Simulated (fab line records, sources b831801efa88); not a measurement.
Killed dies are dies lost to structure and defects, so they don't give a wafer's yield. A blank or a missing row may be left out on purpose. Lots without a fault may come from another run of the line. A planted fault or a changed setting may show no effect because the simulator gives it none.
A struck lot beside a sound one | flow sky130 | 17 steps out of a route of 708
Sound: wafers L787.2, L787.4, L787.5. Struck: wafer L797.1. (L797.4 of the same lot was not struck and is left out.) The cause comes at the end.
At each step with rows: each side's tool, then ch and its chambers, then its first start. Under that, the readings that differ: sound wafers | struck wafers | difference of the means | sigmas: that difference in standard deviations of wafers without a fault.
alike: readings whose means differ by less than 2 such deviations, and words and numbers that are the same on both sides. not compared: withheld readings, readings that some wafer has no value for, bounds like >300 that may hide the same value, and numbers for which the record gives no deviation and whose values overlap.
The two part at a step that has a row with sigmas, a row that says differs or no value, or rows on one side only. Numbers that don't overlap but have no deviation are shown without sigmas and don't part them. A reading that every wafer of one side lacks parts them only if that side has two wafers or more.

first, 3 steps without rows for these wafers: SKY_VIA1_EXPOSE_09 (exposes mask VIM, target cd 150 nm); SKY_VIA1_PEB_10; SKY_VIA1_DEVELOP_11 (develop time 60 s).
SKY_VIA1_CD_MEAS_12: target cd 150 nm.
  sound on cd_sem-02, day 36 16:40; struck on cd_sem-02, day 39 14:29
  reading    | sound             | struck | difference | sigmas
  cd_nm (nm) | 148.4 149.6 149.1 | 153.4  | +4.4       | +2
SKY_VIA1_OVL_MEAS_13:
  sound on overlay-01, day 36 16:46; struck on overlay-01, day 39 14:37
  alike: VIA1_OVL
SKY_VIA1_ETCH_14: etches BARC in N2/H2, stops on SiO2, time 45.9 s, target depth 60 nm.
  sound on rie_diel-02 ch 0,3, day 36 16:47; struck on rie_diel-01 ch 3, day 39 14:38
  alike: chamber_pressure_mTorr, drypump_motor_current_A, h2_flow_sccm, oes_product_au, rf_fwd_power_W, throttle_valve_pct
  not compared: rf_hours_counter_h
SKY_VIA1_ETCH_15: etches SiO2 in C4F8/O2/Ar, stops on TiN, target depth 351 nm, time 54 s.
  sound on rie_diel-02 ch 0,3, day 36 16:50; struck on rie_diel-01 ch 3, day 39 14:41
  alike: chamber_pressure_mTorr, oes_product_au, rf_fwd_power_W
  not compared: rf_hours_counter_h
SKY_VIA1_STRIP_16: strips in O2/N2.
  sound on plasma_asher-03 ch 0,1, day 36 16:53; struck on plasma_asher-01 ch 0, day 39 14:44
  alike: chamber_pressure_mTorr, drypump_motor_current_A, oes_product_au, strip_time_to_endpoint_s
  not compared: rf_hours_counter_h
then, 3 steps without rows for these wafers: SKY_VIA1_STRIP_17 (strips in post etch residue remover, time 1200 s); SKY_VIA1_CLEAN_18 (cleans in IPA, time 180 s); SKY_VIA1_CLEAN_19 (cleans in O3/DIW).
SKY_VIA1_SPUTTER_20: material TiN, target thk 20 nm, time 80 s.
  sound on pvd_sputter-03, day 36 17:31; struck on pvd_sputter-01, day 39 15:20
  reading                | sound          | struck | difference | sigmas
  throttle_valve_pct (%) | 28.3 29.4 28.4 | 31.0   | +2.3       | +2
SKY_VIA1_CVD_21: deposits W, target thk 270 nm, time 80.902 s.
  sound on cvd_w-01 ch 0,1, day 36 17:34; struck on cvd_w-01 ch 0, day 39 15:24
  reading                            | sound           | struck | difference | sigmas
  model.W_of_VIA1_CVD_21.thk_nm (nm) | 273.4 266.3 267 | 254.1  | -14.8      |
  alike: heater_power_w
SKY_VIA1_RS_MEAS_22: measures by four-point-probe.
  sound on film_metro-04, day 36 17:41; struck on film_metro-04, day 39 15:29
  reading            | sound             | struck | difference | sigmas
  VIA1_W_RS (ohm/sq) | 0.420 0.432 0.431 | 0.454  | +0.026     | +6
SKY_VIA1_THK_MEAS_23: measures by xrf.
  sound on film_metro-04, day 36 17:48; struck on film_metro-04, day 39 15:37
  reading         | sound       | struck | difference | sigmas
  VIA1_W_THK (nm) | 275 267 269 | 255    | -15        | -5
SKY_VIA1_CMP_24: polishes, stops on SiO2, t overpolish 15 s, target thk 0 nm.
  sound on cmp-01 ch 0,2, day 36 17:54; struck on cmp-01 ch 1, day 39 15:43
  alike: edge_zone_pressure_frac, motor_current_A
-- the record jumps here: 10 days lie between the struck wafers' starts before and after (it left off in module VIA1 and takes up again in module PAD_OPEN, whose first step shown is number 708 of the route) --
SKY_PAD_OPEN_PROBE_99:
  sound on prober-01, day 47 22:26; struck on prober-01, day 49 23:04
  alike: defect_limited_yield, killed_at_M0_to_M3, killed_at_M4_up, killed_at_contacts, killed_at_front_end, killed_at_other, killed_dies, killed_on_rim, killed_open, killed_short, sort_bin_3_pad_short, sort_bin_5_function, sort_bin_6_memory, sort_n_pass, sort_yield_pct

WHERE THEY PART
First at SKY_VIA1_CD_MEAS_12; last, within this record, at SKY_VIA1_THK_MEAS_23. Later steps at which nothing parts them and some readings are alike: SKY_VIA1_CMP_24, SKY_PAD_OPEN_PROBE_99.

WHY: what the simulator had put in
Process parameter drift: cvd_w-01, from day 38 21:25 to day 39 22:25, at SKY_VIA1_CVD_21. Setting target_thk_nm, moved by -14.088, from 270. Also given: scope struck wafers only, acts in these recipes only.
